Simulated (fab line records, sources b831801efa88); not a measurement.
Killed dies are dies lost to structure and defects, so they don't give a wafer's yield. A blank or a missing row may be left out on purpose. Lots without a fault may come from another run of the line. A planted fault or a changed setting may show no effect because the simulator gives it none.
Which tool did it? | flow gf180mcu | 12 lots, 36 wafers sampled, at 6 steps of a route of 602

WHAT THE GAUGES READ, wafer by wafer
GF_VT_IMPLANT_OVL_MEAS_07. Usual: VT_IMPLANT_OVL -0.4 nm, standard deviation 1.5.
lot  | measured     | on         | VT_IMPLANT_OVL (nm) | flag
L308 | day 5 16:29  | overlay-01 | -2.3 -0.7 -1.5      |
L311 | day 6 08:29  | overlay-02 | 0.5 -0.6 0.0        |
L312 | day 6 14:18  | overlay-01 | -0.8 0.3 -0.4       |
L314 | day 7 01:42  | overlay-01 | 1.0 2.0 2.2         |
L316 | day 7 16:20  | overlay-02 | -2.9 -2.8 -3.5      |
L321 | day 9 00:17  | overlay-01 | 0.5 -1.2 -0.4       |
L324 | day 9 16:43  | overlay-02 | - - -               | OFF
L325 | day 10 00:09 | overlay-01 | -2.9 -5.0 -2.4      |
L328 | day 10 17:56 | overlay-02 | -3.1 -0.8 -2.0      |
L329 | day 10 23:16 | overlay-01 | 0.5 1.2 -0.3        |
L330 | day 11 06:02 | overlay-01 | 0.0 0.1 -0.3        |
L331 | day 11 14:57 | overlay-02 | 0.5 0.5 1.6         |

GF_VT_IMPLANT_TW_MEAS_10. Usual: VT_IMPLANT_TW 563.8, standard deviation 2.7.
lot  | measured     | on            | VT_IMPLANT_TW     | flag
L308 | day 5 16:47  | film_metro-03 | 565.2 561.0 564.1 |
L311 | day 6 08:46  | film_metro-02 | 562.3 564.7 565.6 |
L312 | day 6 14:35  | film_metro-02 | 566.8 565.1 565.4 |
L314 | day 7 02:03  | film_metro-03 | 565.3 566.9 565.0 |
L316 | day 7 16:37  | film_metro-02 | 564.8 560.5 558.8 |
L321 | day 9 00:37  | film_metro-03 | 560.6 562.1 562.5 |
L324 | day 9 17:01  | film_metro-02 | 29.9 30.0 29.8    | OFF
L325 | day 10 00:26 | film_metro-01 | 563.7 562.1 564.4 |
L328 | day 10 18:14 | film_metro-02 | 563.0 559.8 560.1 |
L329 | day 10 23:34 | film_metro-03 | 565.1 565.5 561.8 |
L330 | day 11 06:20 | film_metro-01 | 562.6 562.5 561.7 |
L331 | day 11 15:14 | film_metro-03 | 563.2 564.4 563.7 |

GF_VT_IMPLANT_TW_MEAS_21. Usual: VT_IMPLANT_2_TW 1208, standard deviation 8.
lot  | measured     | on            | VT_IMPLANT_2_TW | flag
L308 | day 6 08:02  | film_metro-03 | 1201 1201 1197  |
L311 | day 7 00:04  | film_metro-02 | 1205 1204 1204  |
L312 | day 7 05:59  | film_metro-03 | 1210 1206 1212  |
L314 | day 7 18:16  | film_metro-01 | 1210 1204 1210  |
L316 | day 8 08:59  | film_metro-02 | 1226 1225 1228  |
L321 | day 9 18:08  | film_metro-01 | 1201 1198 1198  |
L324 | day 10 10:47 | film_metro-01 | 1248 1245 1236  | OFF
L325 | day 10 18:35 | film_metro-02 | 1208 1212 1215  |
L328 | day 11 12:29 | film_metro-02 | 1209 1212 1213  |
L329 | day 11 17:47 | film_metro-02 | 1214 1215 1223  |
L330 | day 12 01:02 | film_metro-03 | 1210 1210 1207  |
L331 | day 12 10:01 | film_metro-01 | 1200 1196 1202  |

GF_HV_LDD_CD_MEAS_19: target cd 400 nm. Usual: cd_nm 397.3 nm, standard deviation 2.4.
lot  | measured     | on        | cd_nm (nm)        | flag
L308 | day 10 19:50 | cd_sem-01 | 396.2 394.7 393.8 |
L311 | day 11 11:54 | cd_sem-02 | 394.2 395.3 393.6 |
L312 | day 11 20:14 | cd_sem-01 | 400.0 399.3 398.3 |
L314 | day 12 13:01 | cd_sem-02 | 397.5 396.8 395.4 |
L316 | day 13 08:41 | cd_sem-02 | 399.2 399.6 399.2 |
L321 | day 14 21:46 | cd_sem-02 | 398.9 399.3 399.1 |
L325 | day 15 23:32 | cd_sem-01 | 401.2 402.2 402.9 |
L328 | day 16 22:35 | cd_sem-02 | 401.1 403.0 401.8 |
L329 | day 17 04:24 | cd_sem-02 | 398.1 395.9 397.7 |
L330 | day 17 21:28 | cd_sem-02 | 394.5 396.0 395.8 |
L331 | day 18 03:20 | cd_sem-02 | 396.8 395.7 394.5 |

WHICH TOOL RAN EACH LOT (tool, then ch and the chambers of the sampled wafers, then the start)
lot  | GF_STI_ETCH_14                  | GF_VT_IMPLANT_EXPOSE_04
L308 | rie_si-01 ch 0,3, day 2 03:14   | iline_stepper-01 ch 0, day 5 09:07
L311 | rie_si-01 ch 0,2,3, day 2 17:30 | iline_stepper-02 ch 0, day 6 01:12
L312 | rie_si-01 ch 0,1,3, day 2 22:12 | iline_stepper-01 ch 0, day 6 07:21
L314 | rie_si-02 ch 0,2,3, day 3 08:20 | iline_stepper-02 ch 0, day 6 18:09
L316 | rie_si-02 ch 0,1,2, day 3 19:45 | iline_stepper-01 ch 0, day 7 08:59
L321 | rie_si-02 ch 1,2,3, day 4 19:48 | iline_stepper-01 ch 0, day 8 16:35
L324 | rie_si-01 ch 0,1,2, day 5 11:59 | iline_stepper-01 ch 0, day 9 08:32
L325 | rie_si-02 ch 2,3, day 5 18:14   | iline_stepper-01 ch 0, day 9 15:54
L328 | rie_si-02 ch 0,3, day 6 08:56   | iline_stepper-02 ch 0, day 10 08:58
L329 | rie_si-02 ch 0,1, day 6 14:02   | iline_stepper-02 ch 0, day 10 14:22
L330 | rie_si-02 ch 0,1,3, day 6 18:32 | iline_stepper-01 ch 0, day 10 20:34
L331 | rie_si-01 ch 2,3, day 7 01:15   | iline_stepper-01 ch 0, day 11 06:09
- GF_STI_ETCH_14: etches Si in HBr/Cl2/O2, target depth 360 nm, time 102.9 s.
- GF_VT_IMPLANT_EXPOSE_04: exposes mask LVPWELL LV AREA, target cd 600 nm.

WHAT THE TOOLS THEMSELVES READ (means of the sampled wafers that have a number; where no wafer has one, the mark that the record gives instead)
GF_STI_ETCH_14. Usual: drypump_motor_current_A 5.7 A, standard deviation 0.58; he_backside_leak_sccm 2.8 sccm, standard deviation 0.32; oes_product_au 0.998 a.u., standard deviation 0.012; throttle_valve_pct 25.658 %, standard deviation 0.011.
lot  | tool      | drypump_motor_current_A (A) | he_backside_leak_sccm (sccm) | oes_product_au (a.u.) | throttle_valve_pct (%) | flag
L308 | rie_si-01 | 6.0                         | 2.7                          | 1.012                 | 25.651                 |
L311 | rie_si-01 | 5.9                         | 2.7                          | 1.002                 | 25.660                 |
L312 | rie_si-01 | 5.9                         | 2.8                          | 1.006                 | 25.643                 |
L314 | rie_si-02 | 5.7                         | 2.7                          | 0.986                 | 25.660                 |
L316 | rie_si-02 | 5.6                         | 2.7                          | 0.997                 | 25.657                 |
L321 | rie_si-02 | 5.4                         | 2.7                          | 1.008                 | 25.651                 |
L324 | rie_si-01 | 5.7                         | 2.9                          | 1.001                 | 25.651                 |
L325 | rie_si-02 | 5.6                         | 2.6                          | 0.987                 | 25.657                 |
L328 | rie_si-02 | 6.3                         | 2.8                          | 0.989                 | 25.666                 |
L329 | rie_si-02 | 6.3                         | 2.8                          | 0.980                 | 25.673                 |
L330 | rie_si-02 | 6.1                         | 2.7                          | 0.990                 | 25.660                 |
L331 | rie_si-01 | 5.6                         | 3.2                          | 0.991                 | 25.655                 |

THE ANSWER, worked out from the rows above alone
Rule: a lot is off if the mean of its wafers that have a number lies more than 3 standard deviations from the usual mean. A lot without any number at a reading at which 4 lots or more have one is off too. The other lots that the step has rows for count as sound. The gauges are gone through in route order, then the tools' own readings, and for those a lot's mean is taken as printed above. The first step at which some lot is off is used, and at that step the reading that is off furthest; a lot without a number counts as furthest.
Off: L324, at GF_VT_IMPLANT_OVL_MEAS_07 (VT_IMPLANT_OVL). Without a number there: L324.
A tool fits if, at a process step before that reading, it ran every lot that is off, and no sound lot after the first of them. The gauges at GF_VT_IMPLANT_OVL_MEAS_07 aren't tried: what is off there is off at GF_VT_IMPLANT_TW_MEAS_10 too, on other tools, and a gauge's error can't cause that. None of those tried fits.

WHAT THE SIMULATOR HAD PUT IN
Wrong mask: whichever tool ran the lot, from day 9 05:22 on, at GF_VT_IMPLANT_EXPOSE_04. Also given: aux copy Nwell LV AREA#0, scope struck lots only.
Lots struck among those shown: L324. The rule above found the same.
